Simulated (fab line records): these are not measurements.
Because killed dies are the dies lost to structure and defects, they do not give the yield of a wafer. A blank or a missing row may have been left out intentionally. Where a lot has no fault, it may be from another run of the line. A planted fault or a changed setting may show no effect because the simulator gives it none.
Which of the tools did it? || flow gf180mcu || 11 lots, 33 wafers sampled, at 5 steps of a route of 602

## WHAT THE GAUGES READ, wafer by wafer
GF_V5_THK_MEAS_03. Usual: V5_CVD_02_THK typically reads 1454 nm, with standard deviation 19.
{"lot": "L450", "measured": "day 26 04:40", "on": "film_metro-04", "V5_CVD_02_THK (nm)": "1430 1448 1438", "flag": ""}
{"lot": "L451", "measured": "day 26 14:23", "on": "film_metro-02", "V5_CVD_02_THK (nm)": "1448 1452 1481", "flag": ""}
{"lot": "L453", "measured": "day 27 05:46", "on": "film_metro-02", "V5_CVD_02_THK (nm)": "1439 1454 1464", "flag": ""}
{"lot": "L459", "measured": "day 29 01:14", "on": "film_metro-04", "V5_CVD_02_THK (nm)": "1422 1432 1432", "flag": ""}
{"lot": "L460", "measured": "day 29 11:23", "on": "film_metro-04", "V5_CVD_02_THK (nm)": "1439 1487 1450", "flag": ""}
{"lot": "L465", "measured": "day 30 19:42", "on": "film_metro-01", "V5_CVD_02_THK (nm)": "1441 1437 1450", "flag": ""}
{"lot": "L467", "measured": "day 31 07:03", "on": "film_metro-01", "V5_CVD_02_THK (nm)": "1446 1486 1447", "flag": ""}
{"lot": "L468", "measured": "day 31 18:46", "on": "film_metro-01", "V5_CVD_02_THK (nm)": "1474 1491 1495", "flag": ""}
{"lot": "L471", "measured": "day 32 09:37", "on": "film_metro-04", "V5_CVD_02_THK (nm)": "1416 1417 1462", "flag": ""}
{"lot": "L472", "measured": "day 32 15:02", "on": "film_metro-02", "V5_CVD_02_THK (nm)": "1451 1442 1463", "flag": ""}
{"lot": "L473", "measured": "day 32 20:12", "on": "film_metro-04", "V5_CVD_02_THK (nm)": "1442 1445 1435", "flag": ""}

GF_TOP_METAL_CD_MEAS_14: the cd target is 440 nm. Usual: cd_nm at 440.1 nm, with a standard deviation of 2.3.
{"lot": "L450", "measured": "day 28 00:16", "on": "cd_sem-01", "cd_nm (nm)": "439.5 441.9 442.5", "flag": ""}
{"lot": "L451", "measured": "day 28 08:36", "on": "cd_sem-02", "cd_nm (nm)": "444.7 440.6 441.8", "flag": ""}
{"lot": "L453", "measured": "day 29 00:09", "on": "cd_sem-01", "cd_nm (nm)": "444.1 444.7 441.4", "flag": ""}
{"lot": "L459", "measured": "day 30 16:07", "on": "cd_sem-02", "cd_nm (nm)": "471.0 471.7 473.5", "flag": "OFF"}
{"lot": "L460", "measured": "day 31 02:47", "on": "cd_sem-01", "cd_nm (nm)": "465.8 465.8 466.1", "flag": "OFF"}
{"lot": "L465", "measured": "day 32 07:16", "on": "cd_sem-01", "cd_nm (nm)": "437.9 437.8 436.7", "flag": ""}
{"lot": "L467", "measured": "day 32 18:13", "on": "cd_sem-01", "cd_nm (nm)": "440.1 441.9 442.7", "flag": ""}
{"lot": "L468", "measured": "day 33 05:51", "on": "cd_sem-02", "cd_nm (nm)": "438.8 441.9 437.7", "flag": ""}
{"lot": "L471", "measured": "day 33 18:01", "on": "cd_sem-01", "cd_nm (nm)": "439.0 438.3 437.6", "flag": ""}
{"lot": "L472", "measured": "day 33 23:37", "on": "cd_sem-01", "cd_nm (nm)": "441.4 440.5 439.4", "flag": ""}
{"lot": "L473", "measured": "day 34 05:36", "on": "cd_sem-01", "cd_nm (nm)": "440.6 441.6 439.5", "flag": ""}

## TOOL THAT RAN EACH LOT (tool first, then ch and the chambers of the sampled wafers, then the start)
{"lot": "L450", "GF_V4_CMP_26": "cmp-02 ch 0,1,3, day 24 08:28", "GF_MIM_SPUTTER_09": "pvd_sputter-01, day 24 09:00", "GF_TOP_METAL_COAT_09": "litho_track-04 ch 0, day 27 14:20"}
{"lot": "L451", "GF_V4_CMP_26": "cmp-02 ch 1,2,3, day 24 17:17", "GF_MIM_SPUTTER_09": "pvd_sputter-03, day 24 17:52", "GF_TOP_METAL_COAT_09": "litho_track-04 ch 0, day 27 22:49"}
{"lot": "L453", "GF_V4_CMP_26": "cmp-02 ch 1,2,3, day 25 10:28", "GF_MIM_SPUTTER_09": "pvd_sputter-01, day 25 11:03", "GF_TOP_METAL_COAT_09": "litho_track-02 ch 0, day 28 14:34"}
{"lot": "L459", "GF_V4_CMP_26": "cmp-02 ch 0,1,3, day 27 07:25", "GF_MIM_SPUTTER_09": "pvd_sputter-03, day 27 08:05", "GF_TOP_METAL_COAT_09": "litho_track-02 ch 0, day 30 07:34"}
{"lot": "L460", "GF_V4_CMP_26": "cmp-01 ch 0,2, day 27 18:19", "GF_MIM_SPUTTER_09": "pvd_sputter-01, day 27 18:56", "GF_TOP_METAL_COAT_09": "litho_track-02 ch 0, day 30 17:07"}
{"lot": "L465", "GF_V4_CMP_26": "cmp-01 ch 0,2,3, day 29 04:25", "GF_MIM_SPUTTER_09": "pvd_sputter-02, day 29 05:02", "GF_TOP_METAL_COAT_09": "litho_track-04 ch 0, day 31 23:31"}
{"lot": "L467", "GF_V4_CMP_26": "cmp-02 ch 1,3, day 29 15:58", "GF_MIM_SPUTTER_09": "pvd_sputter-02, day 29 16:36", "GF_TOP_METAL_COAT_09": "litho_track-03 ch 0, day 32 10:00"}
{"lot": "L468", "GF_V4_CMP_26": "cmp-02 ch 0,3, day 30 06:10", "GF_MIM_SPUTTER_09": "pvd_sputter-02, day 30 06:51", "GF_TOP_METAL_COAT_09": "litho_track-04 ch 0, day 32 21:22"}
{"lot": "L471", "GF_V4_CMP_26": "cmp-01 ch 0,1,2, day 30 22:22", "GF_MIM_SPUTTER_09": "pvd_sputter-03, day 30 23:03", "GF_TOP_METAL_COAT_09": "litho_track-02 ch 0, day 33 11:04"}
{"lot": "L472", "GF_V4_CMP_26": "cmp-02 ch 0,1,3, day 31 03:41", "GF_MIM_SPUTTER_09": "pvd_sputter-02, day 31 04:22", "GF_TOP_METAL_COAT_09": "litho_track-03 ch 0, day 33 15:42"}
{"lot": "L473", "GF_V4_CMP_26": "cmp-02 ch 1,2, day 31 09:29", "GF_MIM_SPUTTER_09": "pvd_sputter-03, day 31 10:10", "GF_TOP_METAL_COAT_09": "litho_track-04 ch 0, day 33 22:31"}
- GF_V4_CMP_26: polishes, stops on SiO2, t overpolish 15 s, target thk 0 nm.
- GF_MIM_SPUTTER_09: material TiN, target thk 35 nm, time 29.2 s.
- GF_TOP_METAL_COAT_09: resist thk 1500 nm.

## WHAT THE TOOLS THEMSELVES READ (means of the sampled wafers that have a number; where no wafer has one, the mark that the record gives instead)
GF_V4_CMP_26. Usual: edge_zone_pressure_frac 0.999, standard deviation 0.0044; motor_current_A 11.0 A, standard deviation 1; overpolish_run_s 15.001 s, standard deviation 0.0089; retaining_ring_pressure_frac 0.999, standard deviation 0.0052; time_to_endpoint_s 85 s, standard deviation 3.3.
{"lot": "L450", "tool": "cmp-02", "edge_zone_pressure_frac": 1.004, "motor_current_A (A)": 11.4, "overpolish_run_s (s)": 14.996, "retaining_ring_pressure_frac": 0.998, "time_to_endpoint_s (s)": 85, "flag": ""}
{"lot": "L451", "tool": "cmp-02", "edge_zone_pressure_frac": 1.000, "motor_current_A (A)": 10.9, "overpolish_run_s (s)": 15.001, "retaining_ring_pressure_frac": 1.004, "time_to_endpoint_s (s)": 87, "flag": ""}
{"lot": "L453", "tool": "cmp-02", "edge_zone_pressure_frac": 0.998, "motor_current_A (A)": 11.0, "overpolish_run_s (s)": 15.004, "retaining_ring_pressure_frac": 0.995, "time_to_endpoint_s (s)": 82, "flag": ""}
{"lot": "L459", "tool": "cmp-02", "edge_zone_pressure_frac": 0.997, "motor_current_A (A)": 10.9, "overpolish_run_s (s)": 15.002, "retaining_ring_pressure_frac": 0.995, "time_to_endpoint_s (s)": 85, "flag": ""}
{"lot": "L460", "tool": "cmp-01", "edge_zone_pressure_frac": 1.000, "motor_current_A (A)": 11.2, "overpolish_run_s (s)": 14.998, "retaining_ring_pressure_frac": 1.002, "time_to_endpoint_s (s)": 84, "flag": ""}
{"lot": "L465", "tool": "cmp-01", "edge_zone_pressure_frac": 1.000, "motor_current_A (A)": 11.4, "overpolish_run_s (s)": 15.002, "retaining_ring_pressure_frac": 0.996, "time_to_endpoint_s (s)": 87, "flag": ""}
{"lot": "L467", "tool": "cmp-02", "edge_zone_pressure_frac": 0.995, "motor_current_A (A)": 11.9, "overpolish_run_s (s)": 15.007, "retaining_ring_pressure_frac": 0.998, "time_to_endpoint_s (s)": 82, "flag": ""}
{"lot": "L468", "tool": "cmp-02", "edge_zone_pressure_frac": 0.998, "motor_current_A (A)": 10.7, "overpolish_run_s (s)": 15.004, "retaining_ring_pressure_frac": 1.012, "time_to_endpoint_s (s)": 87, "flag": ""}
{"lot": "L471", "tool": "cmp-01", "edge_zone_pressure_frac": 0.994, "motor_current_A (A)": 11.4, "overpolish_run_s (s)": 14.994, "retaining_ring_pressure_frac": 1.004, "time_to_endpoint_s (s)": 84, "flag": ""}
{"lot": "L472", "tool": "cmp-02", "edge_zone_pressure_frac": 1.000, "motor_current_A (A)": 11.1, "overpolish_run_s (s)": 14.998, "retaining_ring_pressure_frac": 1.002, "time_to_endpoint_s (s)": 86, "flag": ""}
{"lot": "L473", "tool": "cmp-02", "edge_zone_pressure_frac": 0.993, "motor_current_A (A)": 10.2, "overpolish_run_s (s)": 15.000, "retaining_ring_pressure_frac": 1.000, "time_to_endpoint_s (s)": 82, "flag": ""}

GF_MIM_SPUTTER_09. Usual: throttle_valve_pct at 30.1 %, with a standard deviation of 1.6.
{"lot": "L450", "tool": "pvd_sputter-01", "throttle_valve_pct (%)": 29.6, "flag": ""}
{"lot": "L451", "tool": "pvd_sputter-03", "throttle_valve_pct (%)": 29.4, "flag": ""}
{"lot": "L453", "tool": "pvd_sputter-01", "throttle_valve_pct (%)": 28.3, "flag": ""}
{"lot": "L459", "tool": "pvd_sputter-03", "throttle_valve_pct (%)": 29.7, "flag": ""}
{"lot": "L460", "tool": "pvd_sputter-01", "throttle_valve_pct (%)": 29.1, "flag": ""}
{"lot": "L465", "tool": "pvd_sputter-02", "throttle_valve_pct (%)": 30.9, "flag": ""}
{"lot": "L467", "tool": "pvd_sputter-02", "throttle_valve_pct (%)": 30.9, "flag": ""}
{"lot": "L468", "tool": "pvd_sputter-02", "throttle_valve_pct (%)": 31.5, "flag": ""}
{"lot": "L471", "tool": "pvd_sputter-03", "throttle_valve_pct (%)": 28.9, "flag": ""}
{"lot": "L472", "tool": "pvd_sputter-02", "throttle_valve_pct (%)": 32.0, "flag": ""}
{"lot": "L473", "tool": "pvd_sputter-03", "throttle_valve_pct (%)": 29.5, "flag": ""}

GF_TOP_METAL_COAT_09. Usual: dispense_pressure_kPa 51.9 kPa, standard deviation 2.7; exhaust_pa 45.2 Pa, standard deviation 0.84.
{"lot": "L450", "tool": "litho_track-04", "dispense_pressure_kPa (kPa)": 52.6, "exhaust_pa (Pa)": 45.9, "flag": ""}
{"lot": "L451", "tool": "litho_track-04", "dispense_pressure_kPa (kPa)": 52.6, "exhaust_pa (Pa)": 45.8, "flag": ""}
{"lot": "L453", "tool": "litho_track-02", "dispense_pressure_kPa (kPa)": 47.5, "exhaust_pa (Pa)": 44.0, "flag": ""}
{"lot": "L459", "tool": "litho_track-02", "dispense_pressure_kPa (kPa)": 47.5, "exhaust_pa (Pa)": 44.7, "flag": ""}
{"lot": "L460", "tool": "litho_track-02", "dispense_pressure_kPa (kPa)": 47.6, "exhaust_pa (Pa)": 45.7, "flag": ""}
{"lot": "L465", "tool": "litho_track-04", "dispense_pressure_kPa (kPa)": 52.6, "exhaust_pa (Pa)": 46.2, "flag": ""}
{"lot": "L467", "tool": "litho_track-03", "dispense_pressure_kPa (kPa)": 54.8, "exhaust_pa (Pa)": 44.8, "flag": ""}
{"lot": "L468", "tool": "litho_track-04", "dispense_pressure_kPa (kPa)": 52.6, "exhaust_pa (Pa)": 44.8, "flag": ""}
{"lot": "L471", "tool": "litho_track-02", "dispense_pressure_kPa (kPa)": 47.5, "exhaust_pa (Pa)": 45.4, "flag": ""}
{"lot": "L472", "tool": "litho_track-03", "dispense_pressure_kPa (kPa)": 54.8, "exhaust_pa (Pa)": 45.0, "flag": ""}
{"lot": "L473", "tool": "litho_track-04", "dispense_pressure_kPa (kPa)": 52.6, "exhaust_pa (Pa)": 45.3, "flag": ""}

## THE ANSWER, worked out from the rows above alone
Rule: take the mean of a lot's wafers that have a number; if it is more than 3 standard deviations from the usual mean, the lot is off. A lot without any number at a reading at which 4 lots or more have one is off too. Where the step has rows for the other lots, those lots are counted as sound. Order of review: gauges by route order, followed by the tools' own readings, for which a lot's mean as printed above is used. The first step at which some lot is off is used, and at that step the reading that is off furthest; a lot without a number counts as furthest.
Off, at GF_TOP_METAL_CD_MEAS_14 on cd_nm: L459, L460.
If a tool, at a process step before that reading, ran all the lots that are off and no sound lot after the first of them, it fits. The gauges at GF_TOP_METAL_CD_MEAS_14 are tried like those tools. No candidate that was tried fits.

## WHAT HAD BEEN PUT IN BY THE SIMULATOR
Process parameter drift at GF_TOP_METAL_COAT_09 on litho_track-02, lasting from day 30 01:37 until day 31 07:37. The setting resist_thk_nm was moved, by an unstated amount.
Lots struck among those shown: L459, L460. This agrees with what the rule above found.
